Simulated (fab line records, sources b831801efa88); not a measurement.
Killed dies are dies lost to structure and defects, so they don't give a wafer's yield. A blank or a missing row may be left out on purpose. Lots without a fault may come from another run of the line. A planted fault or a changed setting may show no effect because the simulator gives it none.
fab line records | flow sky130
record lots=5 wafers=15 last_day=49
route steps=708 shown SONOS_ONO@182 GATE_OXIDE@187 PAD_OPEN@708
lots that met no fault: from a run of the same line without faults
start_h: hours from the record's first day to the start of the lot's first wafer shown | wait_h: hours since the lot's step before | " the same as in the row above | L1.1+2: a row that stands for several wafers | - no value, or no start given | * or withheld: withheld | < > ~ a bound
route shown NAME@n: a module of which the file shows steps, and the number in the route of the first | usual: mean/standard deviation of fault-free wafers | same: alike in all rows | chamber/n: place in a boat | sites: the reading at each site | _std_site: their standard deviation | _edge_site: outer sites' mean less inner sites' | radius_mm: how far each site lies from the wafer's centre | mask NAME#n: copy n | behind: the tool/chamber that last shaped the wafer | hold: why the lot was held/for how many hours/how that ended | device: the transistor (n, p or np) that didn't switch | end of line: the same wafers' tests at the end of the route | a step without rows: its recipe alone | killed: dies lost to structure and defects at the first sort, not the wafer's yield | map: a wafer's dies, x killed, . not, _ none there
set.NAME: the setting as run; set.NAME@STEP: as run at that earlier step | model.NAME: the simulator's own value behind a step, which no gauge read
lots at some steps of the route; a table a step, a row a wafer
services: from which hour (start_h, from the record's first day; less than 0 if before it) a tool's chamber was out of use, for how many hours, and why
## steps
# step SKY_SONOS_ONO_OVL_MEAS_14
# usual SONOS_ONO_OVL=1.2/1.5
# columns lot.wafer tool chamber start_h wait_h SONOS_ONO_OVL[nm]
L831.2 overlay-01 - 299.10 0.1 0.4
L831.3 " - " " -0.2
L831.4 " - " " 0.3
L842.1 overlay-01 - 390.26 0.1 0.3
L842.2 " - " " 1.9
L842.6 " - " " 0.7
L844.2 overlay-01 - 418.00 0.1 -1.2
L844.4 " - " " 0.9
L844.5 " - " " -2.4
L846.3 overlay-01 - 431.70 0.1 1.4
L846.4 " - " " 1.0
L846.6 " - " " 0.0
L848.2 overlay-02 - 444.20 0.1 3.1
L848.3 " - " " 5.2
L848.5 " - " " 1.8
# step SKY_SONOS_ONO_ETCH_15
# recipe target_depth_nm=19.52 chemistry=CHF3/O2 source_w=600 bias_w=200 pressure_mtorr=40 chf3_flow_sccm=50 O2_flow_sccm=5 time_s=7.8
# usual bias_w=199.9/0.63 drypump_motor_current_A=5.9/0.38 oes_product_au=0.998/0.012 throttle_valve_pct=8.824/0.0097
# columns lot.wafer tool chamber start_h wait_h bias_w drypump_motor_current_A oes_product_au rf_hours_counter_h throttle_valve_pct
L831.2 rie_diel-02 3 299.13 0.0 199.7 6.2 0.996 6 8.820
L831.3 " 0 " " 200.0 5.6 0.984 4 8.816
L831.4 " 1 " " 199.3 6.2 1.004 7 8.832
L842.1 rie_diel-02 2 390.30 0.0 200.2 5.6 0.994 4 8.800
L842.2 " 3 " " 199.6 6.2 0.993 7 8.810
L842.6 " 1 " " 198.7 6.2 1.005 - 8.838
L844.2 rie_diel-02 1 418.03 0.0 200.1 6.2 0.985 9 8.822
L844.4 " 2 " " 199.2 5.6 0.990 4 8.806
L844.5 " 2 " " 199.6 5.6 0.981 - 8.830
L846.3 rie_diel-03 2 431.73 0.0 200.3 5.4 1.004 100 8.801
L846.4 " 0 " " 200.0 6.2 1.008 10 8.824
L846.6 " 1 " " 199.9 5.1 1.007 - 8.839
L848.2 rie_diel-04 2 444.23 0.0 200.3 5.4 1.006 101 8.826
L848.3 " 0 " " 200.3 6.5 1.003 6 8.829
L848.5 " 1 " " 199.3 5.9 1.011 - 8.824
# step SKY_SONOS_ONO_WET_ETCH_16
# recipe chemistry=dHF target_depth_nm=14 dry=n2_spin target=SiO2 dilution=100:1 temp_c=25 time_s=280
# step SKY_SONOS_ONO_STRIP_17
# recipe chemistry=O2/N2 power_w=1400 pressure_mtorr=1500 platen_temp_c=withheld o2_flow_sccm=3000 n2_flow_sccm=300 overash_fraction=0.5
# usual drypump_motor_current_A=5.33/0.29 oes_product_au=0.710/0.0042 strip_time_to_endpoint_s=14.09/0.041
# same overash_fraction=0.5
# columns lot.wafer tool chamber start_h wait_h drypump_motor_current_A oes_product_au rf_hours_counter_h strip_time_to_endpoint_s
L831.2 plasma_asher-04 0 299.24 0.0 5.56 0.712 19 14.13
L831.3 " 1 " " 5.47 0.711 - 14.09
L831.4 " 0 " " 5.57 0.713 - 14.08
L842.1 plasma_asher-04 0 390.40 0.0 5.54 0.703 28 14.08
L842.2 " 1 " " 5.51 0.705 28 14.02
L842.6 " 0 " " 5.56 0.702 - 14.00
L844.2 plasma_asher-02 0 418.14 0.0 5.10 0.707 76 14.08
L844.4 " 0 " " 5.07 0.716 - 14.11
L844.5 " 1 " " 5.01 0.705 - 14.12
L846.3 plasma_asher-02 0 431.87 0.0 5.10 0.705 - 14.11
L846.4 " 1 " " 4.99 0.711 - 14.11
L846.6 " 1 " " 5.01 0.709 - 14.14
L848.2 plasma_asher-02 1 444.34 0.0 5.01 0.710 1 14.15
L848.3 " 0 " " 5.08 0.718 - 14.13
L848.5 " 1 " " 5.00 0.706 - 14.13
# step SKY_SONOS_ONO_WET_ETCH_18
# recipe chemistry=H3PO4 target_depth_nm=15 target=Si3N4 temp_c=160 time_s=172
# step SKY_GATE_OXIDE_CLEAN_00
# recipe chemistry=SC1/SC2 mix=1:4:20 temp_c=70 time_s=150 dry=n2_spin
# step SKY_GATE_OXIDE_OXIDATION_01
# recipe temp_c=900 ambient=O2 stabilise_s=600 purge_s=300 target_thk_a=102.68 ox_time_s=1473
# step SKY_GATE_OXIDE_THK_MEAS_02
# recipe reads=SiO2_of_GATE_OXIDE_OXIDATION_01
# usual GATE_OXIDE_OXIDATION_00_THK=10.28/0.2
# columns lot.wafer tool chamber start_h wait_h GATE_OXIDE_OXIDATION_00_THK[nm]
L831.2 film_metro-02 - 302.53 0.0 10.02
L831.3 " - " " 9.84
L831.4 " - " " 9.96
L842.1 film_metro-03 - 393.81 0.0 10.39
L842.2 " - " " 10.27
L842.6 " - " " 10.43
L844.2 film_metro-02 - 420.57 0.0 10.54
L844.4 " - " " 10.59
L844.5 " - " " 10.61
L846.3 film_metro-02 - 433.48 0.0 10.30
L846.4 " - " " 10.39
L846.6 " - " " 10.40
L848.2 film_metro-01 - 445.97 0.0 10.24
L848.3 " - " " 10.27
L848.5 " - " " 10.28
# step SKY_GATE_OXIDE_DEHYDRATE_03
# recipe temp_c=200 time_s=60
# step SKY_GATE_OXIDE_HMDS_04
# recipe prime_time_s=60 prime_temp_c=120
# step SKY_GATE_OXIDE_COAT_05
# recipe resist=NOVOLAK spin_rpm=3000 resist_thk_nm=1140
# step SKY_GATE_OXIDE_SOFTBAKE_06
# recipe temp_c=90 time_s=60 resist=NOVOLAK
# step SKY_GATE_OXIDE_EXPOSE_07
# recipe mask_id=LVOM na=0.6 source_shape=conventional sigma_outer=0.6 polarization=unpolarized target_cd_nm=600 dose_mj=170
# columns lot.wafer tool chamber start_h wait_h mask
L831.2+3+4 iline_stepper-01 0 315.56 - TUNM#0
L842.1+2+6 iline_stepper-02 0 408.32 - LVOM#0
L844.2+4+5 iline_stepper-01 0 435.86 - LVOM#0
L846.3+4+6 iline_stepper-01 0 449.15 - LVOM#0
L848.2+3+5 iline_stepper-01 0 461.27 - LVOM#0
# step SKY_GATE_OXIDE_PEB_08
# recipe temp_c=withheld time_s=* resist=NOVOLAK
# step SKY_GATE_OXIDE_DEVELOP_09
# recipe resist=NOVOLAK developer=TMAH develop_time_s=60 dev_temp_c=23
# step SKY_GATE_OXIDE_OVL_MEAS_10
# usual GATE_OXIDE_OVL=-0.1/1.3
# columns lot.wafer tool chamber start_h wait_h GATE_OXIDE_OVL[nm]
L831.2 overlay-02 - 329.00 0.1 -
L831.3 " - " " -
L831.4 " - " " -
L842.1 overlay-02 - 422.74 0.1 0.9
L842.2 " - " " -0.1
L842.6 " - " " -0.7
L844.2 overlay-02 - 451.20 0.1 -1.9
L844.4 " - " " -0.6
L844.5 " - " " -0.2
L846.3 overlay-01 - 464.80 0.1 1.2
L846.4 " - " " 2.6
L846.6 " - " " 1.6
L848.2 overlay-02 - 476.70 0.1 0.8
L848.3 " - " " 1.5
L848.5 " - " " 2.2
# step SKY_GATE_OXIDE_IMPLANT_11
# recipe species=B energy_kev=10 dose_cm2=2.6e+12 tilt_deg=withheld
# step SKY_GATE_OXIDE_WET_ETCH_12
# recipe chemistry=dHF target_depth_nm=16.8 dry=n2_spin target=SiO2 dilution=100:1 temp_c=25 time_s=336
# step SKY_GATE_OXIDE_STRIP_13
# recipe chemistry=O2/N2 power_w=1400 pressure_mtorr=1500 platen_temp_c=withheld o2_flow_sccm=3000 n2_flow_sccm=300 overash_fraction=0.5
# usual drypump_motor_current_A=5.4/0.44 oes_product_au=0.716/0.0041 strip_time_to_endpoint_s=14.19/0.043
# same overash_fraction=0.5
# columns lot.wafer tool chamber start_h wait_h drypump_motor_current_A oes_product_au rf_hours_counter_h strip_time_to_endpoint_s
L831.2 plasma_asher-02 1 329.28 0.0 5.0 0.714 67 14.24
L831.3 " 1 " " 5.0 0.719 - 14.19
L831.4 " 0 " " 5.1 0.716 - 14.20
L842.1 plasma_asher-03 0 423.02 0.0 5.5 0.714 55 14.17
L842.2 " 1 " " 6.4 0.715 55 14.23
L842.6 " 1 " " 6.4 0.713 - 14.20
L844.2 plasma_asher-02 0 451.57 0.0 5.1 0.714 2 14.12
L844.4 " 0 " " 5.1 0.713 - 14.14
L844.5 " 1 " " 5.0 0.714 - 14.09
L846.3 plasma_asher-02 1 465.11 0.0 5.0 0.711 - 14.15
L846.4 " 0 " " 5.1 0.719 - 14.17
L846.6 " 1 " " 5.0 0.720 - 14.16
L848.2 plasma_asher-01 1 476.98 0.0 5.4 0.713 77 14.22
L848.3 " 1 " " 5.4 0.718 - 14.21
L848.5 " 1 " " 5.3 0.719 - 14.18
# step SKY_GATE_OXIDE_TW_MEAS_14
# usual GATE_OXIDE_TW=223.3/1.2
# columns lot.wafer tool chamber start_h wait_h GATE_OXIDE_TW
L831.2 film_metro-02 - 329.39 0.1 29.8
L831.3 " - " " 29.8
L831.4 " - " " 29.9
L842.1 film_metro-01 - 423.12 0.1 222.4
L842.2 " - " " 223.2
L842.6 " - " " 222.0
L844.2 film_metro-01 - 451.68 0.1 223.0
L844.4 " - " " 224.0
L844.5 " - " " 223.5
L846.3 film_metro-03 - 465.19 0.1 224.2
L846.4 " - " " 224.6
L846.6 " - " " 225.4
L848.2 film_metro-03 - 477.09 0.1 224.6
L848.3 " - " " 224.4
L848.5 " - " " 224.3
# step SKY_GATE_OXIDE_CLEAN_15
# recipe chemistry=SC1/SC2 mix=1:4:20 temp_c=70 time_s=150 dry=n2_spin
# step SKY_PAD_OPEN_PROBE_99
# usual killed_at_M0_to_M3=44/7.8 killed_at_M4_up=3.1/1.7 killed_at_contacts=25/5.1 killed_at_front_end=15/4.4 killed_at_other=0.5/0.68 killed_dies=88/9.9 killed_on_rim=17/3.9 killed_open=48/6.9 killed_short=39/6.5
# same gross_dies=492 killed_at_back_side=0
# columns lot.wafer tool chamber start_h wait_h killed_at_M0_to_M3 killed_at_M4_up killed_at_contacts killed_at_front_end killed_at_other killed_dies killed_on_rim killed_open killed_short
L831.2 prober-01 - 1090.13 0.1 55 1 28 408 0 492 96 57 35
L831.3 prober-01 - 1090.18 0.2 51 5 25 411 0 492 96 47 43
L831.4 prober-01 - 1090.23 0.2 37 0 35 420 0 492 96 50 33
# killed by level:class
L831.2 GATE_OXIDE:area_expose=400 VIA3:geometric_particle:open=12 VIA1:geometric_particle:open=11 LI_CONTACT:geometric_particle:open=10 CONTACT:geometric_particle:open=9 VIA1:geometric_particle:short=7 METAL1:geometric_particle:short=5 VIA3:geometric_particle:short=5
L831.3 GATE_OXIDE:area_expose=402 VIA1:geometric_particle:open=10 VIA2:geometric_particle:open=9 LI_CONTACT:geometric_particle:open=8 CONTACT:geometric_particle:open=8 VIA1:geometric_particle:short=6 METAL2:geometric_particle:short=6 VIA2:geometric_particle:short=6
L831.4 GATE_OXIDE:area_expose=409 CONTACT:geometric_particle:open=16 LI_CONTACT:geometric_particle:open=11 VIA1:geometric_particle:open=10 VIA2:geometric_particle:open=7 FIELD_ISO:geometric_particle:short=5 POLY_GATE:geometric_particle:short=4 VIA1:geometric_particle:short=4
# map L831.2 (x killed, . not)
__________xxxxxxxxxx_________
________xxxxxxxxxxxxxx_______
______xxxxxxxxxxxxxxxxxx_____
_____xxxxxxxxxxxxxxxxxxxx____
____xxxxxxxxxxxxxxxxxxxxxx___
___xxxxxxxxxxxxxxxxxxxxxxxx__
__xxxxxxxxxxxxxxxxxxxxxxxxxx_
_xxxxxxxxxxxxxxxxxxxxxxxxxxxx
_xxxxxxxxxxxxxxxxxxxxxxxxxxxx
_xxxxxxxxxxxxxxxxxxxxxxxxxxxx
_xxxxxxxxxxxxxxxxxxxxxxxxxxxx
_xxxxxxxxxxxxxxxxxxxxxxxxxxxx
_xxxxxxxxxxxxxxxxxxxxxxxxxxxx
_xxxxxxxxxxxxxxxxxxxxxxxxxxxx
_xxxxxxxxxxxxxxxxxxxxxxxxxxxx
__xxxxxxxxxxxxxxxxxxxxxxxxxx_
___xxxxxxxxxxxxxxxxxxxxxxxx__
____xxxxxxxxxxxxxxxxxxxxxx___
_____xxxxxxxxxxxxxxxxxxxx____
______xxxxxxxxxxxxxxxxxx_____
________xxxxxxxxxxxxxx_______
__________xxxxxxxxxx_________
# map L846.4 (x killed, . not)
__________.....xx..._________
________.............x_______
______.......x.x...x..xx_____
_____x.......x...x...x.x.____
____x.....x......x.......x___
___.x.......x...x...xxx....__
__.....................x...._
_..x..x.x............x.......
_.x...xx..x....x...x.......x.
_...x.x....x..x..........x...
_..x..x.....x.x...x...x......
_...x..x.x...x...............
_..x...x...x...x......x......
_x.........x..x..............
_............xx....x..x..x...
__.x..x...xx.x..........xx.._
___...x........x..x........__
____................xxx...___
_____.x..........x...x..x____
______....x.......x....._____
________.x.x.x.x......_______
__________.....x...._________
## services
# columns tool chamber start_h hours kind
plasma_asher-01 - 277.42 3.7 repair
rie_diel-03 0 280.10 1.9 repair
rie_diel-03 - 282.09 0.9 repair
plasma_asher-03 - 285.83 14.6 pm
iline_stepper-01 - 286.49 2.8 repair
rie_diel-03 1 293.23 4.3 repair
plasma_asher-03 - 300.43 15.6 pm
iline_stepper-02 - 305.94 4.4 pm
iline_stepper-02 - 315.84 1.7 pm
iline_stepper-01 - 319.72 4.4 pm
rie_diel-04 0 325.23 15.5 repair
rie_diel-04 2 333.11 10.3 repair
iline_stepper-02 - 342.34 5.6 repair
plasma_asher-04 - 344.65 0.7 repair
plasma_asher-02 - 345.82 1.3 repair
rie_diel-03 3 346.39 8.7 repair
plasma_asher-02 - 368.33 2.8 pm
rie_diel-04 2 372.59 10.7 repair
plasma_asher-03 - 377.40 2.6 repair
iline_stepper-01 - 400.44 3.6 repair
rie_diel-04 2 405.22 3.8 repair
rie_diel-02 - 418.13 4.4 repair
plasma_asher-02 - 421.25 9.0 pm
rie_diel-02 1 473.28 17.7 repair
## key
first_sign step=SKY_GATE_OXIDE_EXPOSE_07 reading=mask direction=changed
effect step=SKY_GATE_OXIDE_OVL_MEAS_10 reading=GATE_OXIDE_OVL direction=missing
effect step=SKY_GATE_OXIDE_TW_MEAS_14 reading=GATE_OXIDE_TW direction=down sigmas=99+ usual=223.3 struck=29.9
effect step=SKY_PAD_OPEN_PROBE_99 reading=killed_at_front_end direction=up sigmas=90 usual=15 struck=413
more_kills_born_at SKY_GATE_OXIDE_EXPOSE_07@iline_stepper-01=1211
met_at SKY_GATE_OXIDE_EXPOSE_07
struck_wafers L831.2,L831.3,L831.4
later_rows_left_out L831.2,L831.3,L831.4
tester_left_out L831
fault kind=wrong_mask tool=any chamber=- onset_h=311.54 steps=SKY_GATE_OXIDE_EXPOSE_07 aux_copy=TUNM#0 scope=struck_lots_only
# tester_left_out: of these lots the tester's yield and bins aren't shown, on N5 and GAA mostly nor the transistor test; their killed dies are dies lost to structure and defects alone, not to doping, threshold or leakage, so they don't give the yield
# later_rows_left_out: the simulator's readings of these wafers behind a module that went badly wrong aren't trusted and aren't shown, but for the sort
